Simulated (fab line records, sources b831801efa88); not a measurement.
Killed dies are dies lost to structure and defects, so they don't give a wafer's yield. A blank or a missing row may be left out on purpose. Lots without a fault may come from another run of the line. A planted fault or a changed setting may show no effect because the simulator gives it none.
Which tool did it? | flow sky130 | 14 lots, 42 wafers sampled, at 2 steps of a route of 708

WHAT THE GAUGES READ, wafer by wafer
SKY_GATE_OXIDE_THK_MEAS_02. Usual: GATE_OXIDE_OXIDATION_00_THK 10.25 nm, standard deviation 0.23.
lot  | measured     | on            | GATE_OXIDE_OXIDATION_00_THK (nm)    | flag
L551 | day 12 22:17 | film_metro-04 | 9.97 9.99 9.96                      |
L553 | day 13 06:38 | film_metro-03 | 9.92 9.85 9.74                      |
L552 | day 13 10:44 | film_metro-01 | 10.53 10.48 10.42                   |
L554 | day 13 21:31 | film_metro-03 | 10.24 10.35 10.31                   |
L555 | day 14 10:39 | film_metro-01 | 10.21 10.03 10.09                   |
L556 | day 14 10:39 | film_metro-04 | 9.95 10.34 10.15                    |
L557 | day 15 02:14 | film_metro-04 | 10.33 10.37 10.46                   |
L558 | day 15 09:55 | film_metro-01 | 10.46 10.40 10.45                   |
L563 | day 16 22:54 | film_metro-04 | 11.59 11.55 11.41 11.53 11.58 11.42 | OFF
L564 | day 16 22:55 | film_metro-01 | 11.77 11.56 11.69 11.78 11.53 11.74 | OFF
L571 | day 19 23:05 | film_metro-03 | 10.26 10.50 10.25                   |
L572 | day 20 09:42 | film_metro-03 | 10.03 10.02 10.27                   |
L573 | day 20 09:43 | film_metro-04 | 10.11 10.16 10.23                   |
L574 | day 20 20:13 | film_metro-01 | 10.49 10.69 10.52                   |

WHICH TOOL RAN EACH LOT (tool, then ch and the chambers of the sampled wafers, then the start)
lot  | SKY_GATE_OXIDE_OXIDATION_01
L551 | furnace-01 ch 0, day 12 20:52
L553 | furnace-01 ch 0, day 13 05:12
L552 | furnace-02 ch 0, day 13 09:20
L554 | furnace-01 ch 0, day 13 20:07
L555 | furnace-01 ch 0, day 14 09:14
L556 | furnace-01 ch 0, day 14 09:14
L557 | furnace-01 ch 0, day 15 00:48
L558 | furnace-02 ch 0, day 15 08:30
L563 | furnace-02 ch 0, day 16 21:29
L564 | furnace-02 ch 0, day 16 21:29
L571 | furnace-02 ch 0, day 19 21:40
L572 | furnace-02 ch 0, day 20 08:17
L573 | furnace-02 ch 0, day 20 08:17
L574 | furnace-01 ch 0, day 20 18:48
- SKY_GATE_OXIDE_OXIDATION_01: stabilise 600 s, purge 300 s, target thk 10.268 nm.

WHAT THE TOOLS THEMSELVES READ (means of the sampled wafers that have a number; where no wafer has one, the mark that the record gives instead)
SKY_GATE_OXIDE_OXIDATION_01. Usual: tube_center_temp_C 900.01 C, standard deviation 0.095.
lot  | tool       | tube_center_temp_C (C) | flag
L551 | furnace-01 | 900.01                 |
L553 | furnace-01 | 900.04                 |
L552 | furnace-02 | 900.04                 |
L554 | furnace-01 | 899.99                 |
L555 | furnace-01 | 899.96                 |
L556 | furnace-01 | 900.02                 |
L557 | furnace-01 | 899.89                 |
L558 | furnace-02 | 900.01                 |
L563 | furnace-02 | 900.07                 |
L564 | furnace-02 | 900.06                 |
L571 | furnace-02 | 899.94                 |
L572 | furnace-02 | 900.00                 |
L573 | furnace-02 | 899.99                 |
L574 | furnace-01 | 900.10                 |

THE ANSWER, worked out from the rows above alone
Rule: a lot is off if the mean of its wafers that have a number lies more than 3 standard deviations from the usual mean. A lot without any number at a reading at which 4 lots or more have one is off too. The other lots that the step has rows for count as sound. The gauges are gone through in route order, then the tools' own readings, and for those a lot's mean is taken as printed above. The first step at which some lot is off is used, and at that step the reading that is off furthest; a lot without a number counts as furthest.
Off: L563, L564, at SKY_GATE_OXIDE_THK_MEAS_02 (GATE_OXIDE_OXIDATION_00_THK).
A tool fits if, at a process step before that reading, it ran every lot that is off, and no sound lot after the first of them. The gauges at SKY_GATE_OXIDE_THK_MEAS_02 are tried like those tools. None of those tried fits.

WHAT THE SIMULATOR HAD PUT IN
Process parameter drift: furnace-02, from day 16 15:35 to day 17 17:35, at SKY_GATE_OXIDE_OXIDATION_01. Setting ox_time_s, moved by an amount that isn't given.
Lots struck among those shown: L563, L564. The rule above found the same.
